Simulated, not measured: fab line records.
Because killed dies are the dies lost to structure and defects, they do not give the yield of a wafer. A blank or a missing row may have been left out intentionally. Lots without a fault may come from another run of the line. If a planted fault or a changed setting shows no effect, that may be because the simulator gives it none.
What tool caused it? :: flow sky130 :: route of 708 steps, sampled at 1 step: 10 lots, 30 wafers

WHAT EACH GAUGE READ, for each wafer
SKY_SD_N_RS_MEAS_18: uses a four-point probe to measure.
lot: L236
measured: day 28 06:50
on: film-metro-03
RES_XHIGH_RS (ohm/sq): 333.9 333.7 334.1

lot: L239
measured: day 29 04:27
on: film-metro-03
RES_XHIGH_RS (ohm/sq): 333.1 333.5 333.1

lot: L243
measured: day 30 22:55
on: film-metro-01
RES_XHIGH_RS (ohm/sq): 331.4 331.7 330.0

lot: L244
measured: day 31 13:11
on: film-metro-03
RES_XHIGH_RS (ohm/sq): 333.4 335.1 332.9

lot: L246
measured: day 31 17:02
on: film-metro-01
RES_XHIGH_RS (ohm/sq): 333.0 333.3 333.6

lot: L247
measured: day 31 22:01
on: film-metro-02
RES_XHIGH_RS (ohm/sq): 332.9 333.4 332.6

lot: L248
measured: day 32 06:35
on: film-metro-02
RES_XHIGH_RS (ohm/sq): 332.7 333.1 331.3

lot: L249
measured: day 32 15:07
on: film-metro-02
RES_XHIGH_RS (ohm/sq): 335.0 334.9 335.6

lot: L254
measured: day 34 05:47
on: film-metro-02
RES_XHIGH_RS (ohm/sq): 333.3 333.4 332.8

lot: L259
measured: day 35 13:47
on: film-metro-01
RES_XHIGH_RS (ohm/sq): 331.6 331.9 331.6

TOOL THAT RAN EACH LOT (tool first, then ch and the chambers of the sampled wafers, then the start)
Record: no process step prior to these readings.

THE ANSWER, worked out from the rows above alone
Rule: the usual values come from the lots themselves. Put in order of their means at a reading, lots are off if they are a third of the lots or fewer, leave a main group of 4 or more, and stand apart from it by a gap of 3 or more times the standard deviation of the main group's means; of several such gaps the widest counts. A main group whose means are all the same, to the digits that the tables above print for the reading, isn't used. A lot without any number at a reading at which 4 lots or more have one is off too. Any other lot the step has rows for is counted as sound.
No lot is off on any of the readings shown, so nothing can be concluded from this.

WHAT THE SIMULATOR HAD INSERTED
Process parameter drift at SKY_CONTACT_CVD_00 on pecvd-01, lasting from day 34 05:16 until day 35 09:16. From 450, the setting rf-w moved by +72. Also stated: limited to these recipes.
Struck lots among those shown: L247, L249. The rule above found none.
